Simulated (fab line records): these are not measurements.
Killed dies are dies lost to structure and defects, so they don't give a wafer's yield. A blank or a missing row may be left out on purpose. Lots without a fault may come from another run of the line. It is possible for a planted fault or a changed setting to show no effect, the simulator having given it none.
What tool caused it? + flow sky130 + 15 lots with 45 wafers sampled at 2 steps, on a route of 708 steps

== WHAT THE GAUGES SHOWED, per wafer ==
SKY_METAL1_THK_MEAS_06: measures by xrf. Usual: METAL1_ALCU_THK typically reads 250 nm, with standard deviation 3.3.
| lot  | measured     | on            | METAL1_ALCU_THK (nm) | flag |
|------|--------------|---------------|----------------------|------|
| L849 | day 31 11:49 | film metro-01 | 249 244 249          |      |
| L848 | day 31 14:13 | film metro-01 | 247 248 250          |      |
| L851 | day 32 07:17 | film metro-04 | 251 251 251          |      |
| L852 | day 32 23:39 | film metro-01 | 249 249 248          |      |
| L854 | day 33 10:18 | film metro-04 | 252 254 251          |      |
| L855 | day 33 19:51 | film metro-01 | 249 249 249          |      |
| L856 | day 34 00:37 | film metro-01 | 248 247 249          |      |
| L857 | day 34 10:39 | film metro-02 | 244 243 245          |      |
| L858 | day 34 22:07 | film metro-04 | 254 253 253          |      |
| L859 | day 35 06:15 | film metro-02 | 247 245 245          |      |
| L860 | day 35 10:08 | film metro-04 | 252 251 246          |      |
| L867 | day 37 03:37 | film metro-02 | 245 246 246          |      |
| L868 | day 38 02:06 | film metro-04 | 254 254 255          |      |
| L869 | day 38 14:09 | film metro-02 | 255 250 255          |      |
| L871 | day 38 21:25 | film metro-02 | 250 247 249          |      |

== WHAT TOOL EACH LOT RAN ON (gives the tool, then ch and the chambers of the sampled wafers, and finally the start) ==
| lot  | SKY_METAL1_SPUTTER_03        |
|------|------------------------------|
| L849 | pvd sputter-03, day 31 11:38 |
| L848 | pvd sputter-02, day 31 14:02 |
| L851 | pvd sputter-03, day 32 07:06 |
| L852 | pvd sputter-04, day 32 23:28 |
| L854 | pvd sputter-03, day 33 10:06 |
| L855 | pvd sputter-03, day 33 19:40 |
| L856 | pvd sputter-04, day 34 00:25 |
| L857 | pvd sputter-02, day 34 10:28 |
| L858 | pvd sputter-03, day 34 21:55 |
| L859 | pvd sputter-02, day 35 06:04 |
| L860 | pvd sputter-03, day 35 09:56 |
| L867 | pvd sputter-03, day 37 03:24 |
| L868 | pvd sputter-03, day 38 01:55 |
| L869 | pvd sputter-03, day 38 13:58 |
| L871 | pvd sputter-04, day 38 21:13 |
- SKY_METAL1_SPUTTER_03: material Ti, target thk 5 nm, time 3.3 s.

== WHAT THE TOOLS THEMSELVES READ (means of the sampled wafers that have a number; where no wafer has one, the mark that the record gives instead) ==
SKY_METAL1_SPUTTER_03. Usual: throttle valve pct 30.1 %, standard deviation 0.64.
| lot  | tool           | throttle valve pct (%) | flag |
|------|----------------|------------------------|------|
| L849 | pvd sputter-03 | 30.5                   |      |
| L848 | pvd sputter-02 | 29.1                   |      |
| L851 | pvd sputter-03 | 30.2                   |      |
| L852 | pvd sputter-04 | 30.0                   |      |
| L854 | pvd sputter-03 | 30.0                   |      |
| L855 | pvd sputter-03 | 29.8                   |      |
| L856 | pvd sputter-04 | 30.0                   |      |
| L857 | pvd sputter-02 | 29.5                   |      |
| L858 | pvd sputter-03 | 30.2                   |      |
| L859 | pvd sputter-02 | 29.9                   |      |
| L860 | pvd sputter-03 | 30.9                   |      |
| L867 | pvd sputter-03 | 30.4                   |      |
| L868 | pvd sputter-03 | 30.3                   |      |
| L869 | pvd sputter-03 | 30.5                   |      |
| L871 | pvd sputter-04 | 30.1                   |      |

== THE ANSWER, worked out from the rows above alone ==
Rule: a lot counts as off when the mean over its wafers that have a number is more than 3 standard deviations away from the usual mean. Also off: a lot with no number at a reading for which 4 or more lots have one. Where the step has rows for the other lots, those lots are counted as sound. First the gauges in route order, then the tools' own readings, where a lot's mean is used as printed above. At the first step where some lot is off, the reading lying furthest off is the one used; lots without a number count as furthest.
None of the lots is off at any reading shown; this tells nothing.

== WHAT THE SIMULATOR HAD PUT IN ==
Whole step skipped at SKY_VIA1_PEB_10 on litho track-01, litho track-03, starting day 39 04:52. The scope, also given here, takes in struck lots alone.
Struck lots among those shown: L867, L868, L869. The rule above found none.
